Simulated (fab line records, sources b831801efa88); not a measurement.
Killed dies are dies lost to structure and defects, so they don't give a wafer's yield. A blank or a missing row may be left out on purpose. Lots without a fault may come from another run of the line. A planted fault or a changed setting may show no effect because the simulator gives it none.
A struck lot beside a sound one | flow gf180mcu | 14 steps out of a route of 602
Sound: wafers L917.2, L917.3, L917.4. Struck: wafers L924.2, L924.4, L924.5. The cause comes at the end.
At each step with rows: each side's tool, then ch and its chambers, then its first start. Under that, the readings that differ: sound wafers | struck wafers | difference of the means | sigmas: that difference in standard deviations of wafers without a fault.
alike: readings whose means differ by less than 2 such deviations, and words and numbers that are the same on both sides. not compared: withheld readings, readings that some wafer has no value for, bounds like >300 that may hide the same value, and numbers for which the record gives no deviation and whose values overlap.
The two part at a step that has a row with sigmas, a row that says differs or no value, or rows on one side only. Numbers that don't overlap but have no deviation are shown without sigmas and don't part them. A reading that every wafer of one side lacks parts them only if that side has two wafers or more.

GF_M4_SPUTTER_01: material TiN, target thk 30 nm, time 25 s.
  sound on pvd_sputter-04, day 25 05:34; struck on pvd_sputter-04, day 27 11:47
  alike: throttle_valve_pct
GF_M4_SPUTTER_02: material AlCu, target thk 450 nm, time 23.9 s.
  sound on pvd_sputter-04, day 25 05:36; struck on pvd_sputter-04, day 27 11:49
  alike: throttle_valve_pct
GF_M4_SPUTTER_03: material Ti, target thk 10 nm, time 6.7 s.
  sound on pvd_sputter-04, day 25 05:38; struck on pvd_sputter-04, day 27 11:52
  alike: substrate_temp_c, throttle_valve_pct
GF_M4_SPUTTER_04: material TiN, target thk 50 nm, time 41.7 s.
  sound on pvd_sputter-04, day 25 05:39; struck on pvd_sputter-04, day 27 11:53
  alike: throttle_valve_pct
GF_M4_RS_MEAS_05: measures by four-point-probe.
  sound on film_metro-02, day 25 05:43; struck on film_metro-04, day 27 11:56
  alike: M4_ALCU_RS
GF_M4_THK_MEAS_06: measures by xrf.
  sound on film_metro-02, day 25 05:49; struck on film_metro-04, day 27 12:03
  alike: M4_ALCU_THK
then, 6 steps without rows for these wafers: GF_M4_DEHYDRATE_07 (time 60 s); GF_M4_HMDS_08 (prime time 60 s); GF_M4_COAT_09 (resist thk 1000 nm); GF_M4_SOFTBAKE_10 (time 60 s); GF_M4_EXPOSE_11 (exposes mask Metal4, target cd 280 nm); GF_M4_PEB_12 (peb time 90 s).
GF_M4_DEVELOP_13: develop time 60 s.
  sound on litho_track-04 ch 0, day 26 02:33; struck on litho_track-02, day 28 07:14
  no value came back on the struck wafers for chill_plate_temp_C (C), develop_time_s (s); on the sound wafers chill_plate_temp_C (C) reads 22.95 23.06 23.07
  reading                             | sound             | struck           | difference | sigmas
  model.KrF_of_M4_COAT_09.thk_nm (nm) | 986.1 984.5 985.1 | 998.9 999.2 1000 | +14.1      |
GF_M4_CD_MEAS_14: target cd 280 nm.
  sound on cd_sem-02, day 26 02:41; struck on cd_sem-02, day 28 07:23
  reading    | sound             | struck | difference                    | sigmas
  cd_nm (nm) | 280.7 280.3 279.5 | - - -  | no value on the struck wafers |

WHERE THEY PART
First at GF_M4_DEVELOP_13; last, within this record, at GF_M4_CD_MEAS_14.

WHY: what the simulator had put in
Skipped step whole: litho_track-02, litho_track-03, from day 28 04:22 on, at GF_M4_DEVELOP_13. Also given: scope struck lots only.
